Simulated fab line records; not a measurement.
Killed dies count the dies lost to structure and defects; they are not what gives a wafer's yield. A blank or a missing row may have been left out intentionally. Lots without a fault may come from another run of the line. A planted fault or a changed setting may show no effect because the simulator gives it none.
Which tool is to blame? | flow gf180mcu | Sampling: 14 lots, 42 wafers, 5 of 602 route steps

## WHAT THE GAUGES SHOWED, per wafer
GF_HV_LDD_TW_MEAS_50. Usual: HV_LDD_4_TW typically reads 567, with standard deviation 5.9.
lot  | measured     | on           | HV_LDD_4_TW | flag
L349 | day 13 08:43 | filmMetro-02 | 560 564 565 | 
L350 | day 13 16:11 | filmMetro-04 | 569 571 570 | 
L352 | day 13 20:10 | filmMetro-04 | 569 572 569 | 
L351 | day 14 01:13 | filmMetro-02 | 562 562 560 | 
L353 | day 14 12:05 | filmMetro-04 | 573 573 570 | 
L354 | day 14 17:50 | filmMetro-04 | 572 574 575 | 
L355 | day 15 01:16 | filmMetro-04 | 570 571 571 | 
L356 | day 15 05:58 | filmMetro-02 | 560 563 564 | 
L357 | day 15 18:58 | filmMetro-02 | 561 561 559 | 
L358 | day 16 05:24 | filmMetro-04 | 573 572 574 | 
L360 | day 16 17:36 | filmMetro-02 | 885 888 885 | OFF
L361 | day 17 00:33 | filmMetro-04 | 899 909 909 | OFF
L362 | day 17 14:07 | filmMetro-04 | 903 909 906 | OFF
L363 | day 17 17:00 | filmMetro-03 | 899 900 901 | OFF

GF_V2_BOW_MEAS_05. Usual: V2_BOW typically reads 101 um, with standard deviation 7.2.
lot  | measured     | on           | V2_BOW (um) | flag
L349 | day 20 13:40 | filmMetro-04 | 102 112 112 | 
L350 | day 20 17:54 | filmMetro-03 | 100 100 112 | 
L352 | day 21 00:20 | filmMetro-02 | 110 106 112 | 
L351 | day 21 03:24 | filmMetro-03 | 90 107 104  | 
L353 | day 21 15:51 | filmMetro-04 | 98 92 92    | 
L354 | day 22 01:22 | filmMetro-03 | 96 98 105   | 
L355 | day 22 07:34 | filmMetro-04 | 87 99 110   | 
L356 | day 22 11:13 | filmMetro-02 | 93 100 98   | 
L357 | day 23 05:07 | filmMetro-03 | 109 92 82   | 
L358 | day 23 14:02 | filmMetro-02 | 101 93 107  | 
L360 | day 24 02:59 | filmMetro-03 | 104 100 106 | 
L361 | day 24 08:08 | filmMetro-02 | 95 98 98    | 
L362 | day 24 20:26 | filmMetro-03 | 114 99 107  | 
L363 | day 25 01:30 | filmMetro-04 | 93 101 106  | 

GF_M3_OVL_MEAS_15. Usual: M3_OVL typically reads 3 nm, with standard deviation 5.6.
lot  | measured     | on         | M3_OVL (nm) | flag
L349 | day 22 14:43 | overlay-02 | -10 -12 5   | 
L350 | day 22 19:28 | overlay-01 | 4 0 -9      | 
L352 | day 23 01:25 | overlay-01 | 6 4 7       | 
L351 | day 23 05:03 | overlay-02 | -2 9 16     | 
L353 | day 23 16:19 | overlay-02 | 3 1 -5      | 
L354 | day 24 01:23 | overlay-02 | 11 10 9     | 
L355 | day 24 07:16 | overlay-02 | 1 9 3       | 
L356 | day 24 10:40 | overlay-01 | 1 5 9       | 
L357 | day 25 03:13 | overlay-02 | 0 10 8      | 
L358 | day 25 11:01 | overlay-01 | 1 -3 5      | 
L360 | day 26 00:34 | overlay-01 | -4 5 -4     | 
L361 | day 26 04:57 | overlay-01 | 1 0 -5      | 
L362 | day 26 16:58 | overlay-01 | -1 2 0      | 
L363 | day 26 20:31 | overlay-02 | 0 -8 -3     | 

## TOOL THAT RAN EACH LOT (tool first, then ch and the chambers of the sampled wafers, then the start)
lot  | GF_VT_IMPLANT_STRIP_31              | GF_HV_LDD_IMPLANT_48
L349 | plasmaAsher-04 ch 0,1, day 7 17:53  | implanter-01 ch 0, day 13 08:28
L350 | plasmaAsher-03 ch 0, day 7 21:34    | implanter-01 ch 0, day 13 15:56
L352 | plasmaAsher-03 ch 0, day 8 02:59    | implanter-01 ch 0, day 13 19:56
L351 | plasmaAsher-03 ch 0,1, day 8 05:38  | implanter-01 ch 0, day 14 00:58
L353 | plasmaAsher-02 ch 0,1, day 8 14:25  | implanter-02 ch 0, day 14 11:52
L354 | plasmaAsher-02 ch 0,1, day 8 21:01  | implanter-04 ch 0, day 14 17:37
L355 | plasmaAsher-03 ch 0,1, day 9 00:20  | implanter-02 ch 0, day 15 01:02
L356 | plasmaAsher-03 ch 0,1, day 9 06:49  | implanter-04 ch 0, day 15 05:44
L357 | plasmaAsher-04 ch 0,1, day 9 16:08  | implanter-04 ch 0, day 15 18:44
L358 | plasmaAsher-04 ch 0,1, day 9 20:56  | implanter-02 ch 0, day 16 05:09
L360 | plasmaAsher-02 ch 0,1, day 10 10:46 | implanter-04 ch 0, day 16 17:21
L361 | plasmaAsher-02 ch 0, day 10 15:16   | implanter-04 ch 0, day 17 00:18
L362 | plasmaAsher-03 ch 0,1, day 10 23:50 | implanter-02 ch 0, day 17 13:52
L363 | plasmaAsher-02 ch 0,1, day 11 05:31 | implanter-04 ch 0, day 17 16:45
- GF_VT_IMPLANT_STRIP_31: strips in O2/N2.
- GF_HV_LDD_IMPLANT_48

## AS READ BY THE TOOLS THEMSELVES (means over the sampled wafers that have a number; for cases with no such wafer, the mark the record gives instead)
GF_VT_IMPLANT_STRIP_31. Usual: drypumpMotorCurrentA 6.0 A, standard deviation 0.39; heaterPowerW 321 W, standard deviation 20; oesProductAu 0.716 a.u., standard deviation 0.0043; stripTimeToEndpointS 12.62 s, standard deviation 0.037.
lot  | tool           | drypumpMotorCurrentA (A) | heaterPowerW (W) | oesProductAu (a.u.) | stripTimeToEndpointS (s) | flag
L349 | plasmaAsher-04 | 5.8                      | 306              | 0.718               | 12.65                    | 
L350 | plasmaAsher-03 | 6.5                      | 333              | 0.712               | 12.64                    | 
L352 | plasmaAsher-03 | 6.5                      | 333              | 0.713               | 12.69                    | 
L351 | plasmaAsher-03 | 6.3                      | 331              | 0.713               | 12.69                    | 
L353 | plasmaAsher-02 | 5.9                      | 319              | 0.715               | 12.61                    | 
L354 | plasmaAsher-02 | 5.9                      | 321              | 0.716               | 12.61                    | 
L355 | plasmaAsher-03 | 6.3                      | 327              | 0.713               | 12.63                    | 
L356 | plasmaAsher-03 | 6.2                      | 327              | 0.712               | 12.65                    | 
L357 | plasmaAsher-04 | 5.8                      | 309              | 0.715               | 12.67                    | 
L358 | plasmaAsher-04 | 5.4                      | 295              | 0.719               | 12.58                    | 
L360 | plasmaAsher-02 | 5.8                      | 338              | 0.716               | 12.58                    | 
L361 | plasmaAsher-02 | 6.0                      | 313              | 0.720               | 12.60                    | 
L362 | plasmaAsher-03 | 6.3                      | 331              | 0.715               | 12.63                    | 
L363 | plasmaAsher-02 | 5.9                      | 317              | 0.718               | 12.61                    | 

## THE ANSWER, worked out from the rows above alone
Rule: lot off if the mean of its wafers having a number is beyond 3 standard deviations from the usual mean. A lot without any number at a reading at which 4 lots or more have one is off too. Any other lot the step has rows for is counted as sound. The gauges are gone through in route order, then the tools' own readings, and for those a lot's mean is taken as printed above. At the first step where some lot is off, the reading lying furthest off is the one used; lots without a number count as furthest.
Off: at GF_HV_LDD_TW_MEAS_50 (HV_LDD_4_TW), L360, L361, L362, L363.
If a tool, at a process step before that reading, ran all the lots that are off and no sound lot after the first of them, it fits. Those tools and the gauges at GF_HV_LDD_TW_MEAS_50 are tried in the same way. None of those tried fits.

## WHAT THE SIMULATOR PUT IN
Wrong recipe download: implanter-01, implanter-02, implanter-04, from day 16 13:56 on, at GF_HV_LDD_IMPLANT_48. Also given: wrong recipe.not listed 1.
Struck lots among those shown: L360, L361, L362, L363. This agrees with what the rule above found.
